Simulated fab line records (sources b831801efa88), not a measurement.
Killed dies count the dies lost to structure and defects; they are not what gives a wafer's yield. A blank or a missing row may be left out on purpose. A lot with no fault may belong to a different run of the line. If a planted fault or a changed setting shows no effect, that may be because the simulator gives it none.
The tool behind it: which one?    flow gf180mcu    12 lots with 36 wafers sampled at 5 steps, on a route of 602 steps

== WHAT THE GAUGES READ, wafer by wafer ==
GF_V1_OVL_MEAS_15.
lot   measured      on          V1_OVL (nm)
L480  day 18 18:27  overlay-02  1 -5 0
L483  day 19 21:23  overlay-01  -1 -4 2
L484  day 20 03:05  overlay-01  3 -5 6
L486  day 20 22:25  overlay-01  -2 5 -4
L487  day 21 03:46  overlay-01  -10 -1 -5
L488  day 21 14:26  overlay-01  -3 -2 -1
L489  day 22 03:02  overlay-02  1 -6 -2
L490  day 22 08:23  overlay-01  -1 -10 -12
L491  day 22 14:02  overlay-01  3 3 -2
L499  day 25 08:29  overlay-02  8 -3 2
L500  day 25 10:44  overlay-02  -6 -5 -5
L501  day 25 16:37  overlay-02  3 1 -8

GF_V2_THK_MEAS_03.
lot   measured      on            V2_CVD_02_THK (nm)
L480  day 19 21:08  filmMetro-02  842 857 860
L483  day 21 00:32  filmMetro-04  836 859 849
L484  day 21 06:09  filmMetro-01  836 846 861
L486  day 22 01:33  filmMetro-04  839 849 846
L487  day 22 06:53  filmMetro-04  854 850 866
L488  day 22 16:54  filmMetro-01  847 869 867
L489  day 23 05:01  filmMetro-04  756 847 848
L490  day 23 09:47  filmMetro-04  756 840 871
L491  day 23 15:37  filmMetro-01  842 840 859
L499  day 26 08:28  filmMetro-02  840 846 849
L500  day 26 10:55  filmMetro-01  846 854 865
L501  day 26 16:39  filmMetro-01  850 867 861

GF_V2_OVL_MEAS_15.
lot   measured      on          V2_OVL (nm)
L480  day 20 22:05  overlay-01  15 1 4
L483  day 22 01:05  overlay-02  1 -9 -9
L484  day 22 06:19  overlay-01  -2 5 0
L486  day 23 01:13  overlay-01  -6 11 6
L487  day 23 06:47  overlay-01  -1 5 3
L488  day 23 16:13  overlay-01  -1 6 -5
L489  day 24 03:55  overlay-01  -5 -7 -1
L490  day 24 09:07  overlay-01  -1 10 4
L491  day 24 15:07  overlay-01  -9 1 -4
L499  day 27 07:35  overlay-01  -5 -1 -7
L500  day 27 07:52  overlay-01  -5 -8 -1
L501  day 27 13:26  overlay-01  -2 -3 10

== TOOL THAT RAN EACH LOT (tool first, then ch and the chambers of the sampled wafers, then the start) ==
lot   GF_V2_CVD_02                     GF_V2_CMP_04
L480  pecvd-04 ch 0,1,2, day 19 21:03  cmp-01 ch 2,3, day 19 21:11
L483  pecvd-01 ch 1,2, day 21 00:28    cmp-01 ch 0,2,3, day 21 00:38
L484  pecvd-04 ch 0,1,2, day 21 06:05  cmp-01 ch 1,2, day 21 06:13
L486  pecvd-04 ch 0,1,2, day 22 01:29  cmp-01 ch 0,3, day 22 01:37
L487  pecvd-03 ch 0,1,2, day 22 06:48  cmp-02 ch 0,3, day 22 06:59
L488  pecvd-03 ch 1,2, day 22 16:49    cmp-01 ch 0,1,2, day 22 16:57
L489  pecvd-03 ch 0,1,2, day 23 04:57  cmp-01 ch 0,1,2, day 23 05:05
L490  pecvd-03 ch 0,1,2, day 23 09:43  cmp-02 ch 0,1,2, day 23 09:50
L491  pecvd-01 ch 0,2, day 23 15:33    cmp-01 ch 0,1,3, day 23 15:41
L499  pecvd-01 ch 0,1, day 26 08:25    cmp-01 ch 0,1,2, day 26 08:32
L500  pecvd-04 ch 0,1, day 26 10:52    cmp-01 ch 0,2,3, day 26 11:05
L501  pecvd-04 ch 0,1, day 26 16:35    cmp-01 ch 0,2,3, day 26 16:46
- GF_V2_CVD_02: deposits SiO2 from TEOS, target thk 850 nm, time 94.851 s.
- GF_V2_CMP_04: polishes SiO2.

== WHAT THE TOOLS THEMSELVES READ (means of the sampled wafers that have a number; where no wafer has one, the mark that the record gives instead) ==
GF_V2_CVD_02.
lot   tool      heaterPowerW (W)
L480  pecvd-04  608
L483  pecvd-01  717
L484  pecvd-04  601
L486  pecvd-04  608
L487  pecvd-03  516
L488  pecvd-03  620
L489  pecvd-03  574
L490  pecvd-03  546
L491  pecvd-01  752
L499  pecvd-01  614
L500  pecvd-04  542
L501  pecvd-04  620

GF_V2_CMP_04.
lot   tool    motorCurrentA (A)  retainingRingPressureFrac  timeToEndpointS (s)
L480  cmp-01  14.2               0.999                      80
L483  cmp-01  12.4               0.997                      81
L484  cmp-01  13.7               1.001                      74
L486  cmp-01  12.2               0.999                      75
L487  cmp-02  12.7               0.999                      85
L488  cmp-01  12.2               0.999                      84
L489  cmp-01  12.6               1.002                      66
L490  cmp-02  12.2               0.996                      66
L491  cmp-01  12.0               0.999                      81
L499  cmp-01  12.9               1.005                      76
L500  cmp-01  12.5               1.001                      84
L501  cmp-01  13.0               0.998                      87

== THE ANSWER, worked out from the rows above alone ==
Rule: what is usual is taken from the lots themselves. Put in order of their means at a reading, lots are off if they are a third of the lots or fewer, leave a main group of 4 or more, and stand apart from it by a gap of 3 or more times the standard deviation of the main group's means; of several such gaps the widest counts. If all means in a main group match to the digits the tables above print for the reading, that group is not used. A lot without any number at a reading at which 4 lots or more have one is off too. Where the step has rows for the other lots, those lots are counted as sound. After the gauges, taken in route order, come the tools' own readings; for these a lot's mean is taken, as printed above. The first step at which some lot is off is used, and at that step the reading that is off furthest; a lot without a number counts as furthest.
Off: L489, L490, seen at GF_V2_THK_MEAS_03 (V2_CVD_02_THK). Main group: mean 852 nm, sd 5.7.
If a tool, at a process step before that reading, ran all the lots that are off and no sound lot after the first of them, it fits. Those tools and the gauges at GF_V2_THK_MEAS_03 are tried in the same way. 2 tools fit, pecvd-03 at GF_V2_CVD_02 and filmMetro-04 at GF_V2_THK_MEAS_03, so this cannot tell which one it is.

== WHAT THE SIMULATOR HAD INSERTED ==
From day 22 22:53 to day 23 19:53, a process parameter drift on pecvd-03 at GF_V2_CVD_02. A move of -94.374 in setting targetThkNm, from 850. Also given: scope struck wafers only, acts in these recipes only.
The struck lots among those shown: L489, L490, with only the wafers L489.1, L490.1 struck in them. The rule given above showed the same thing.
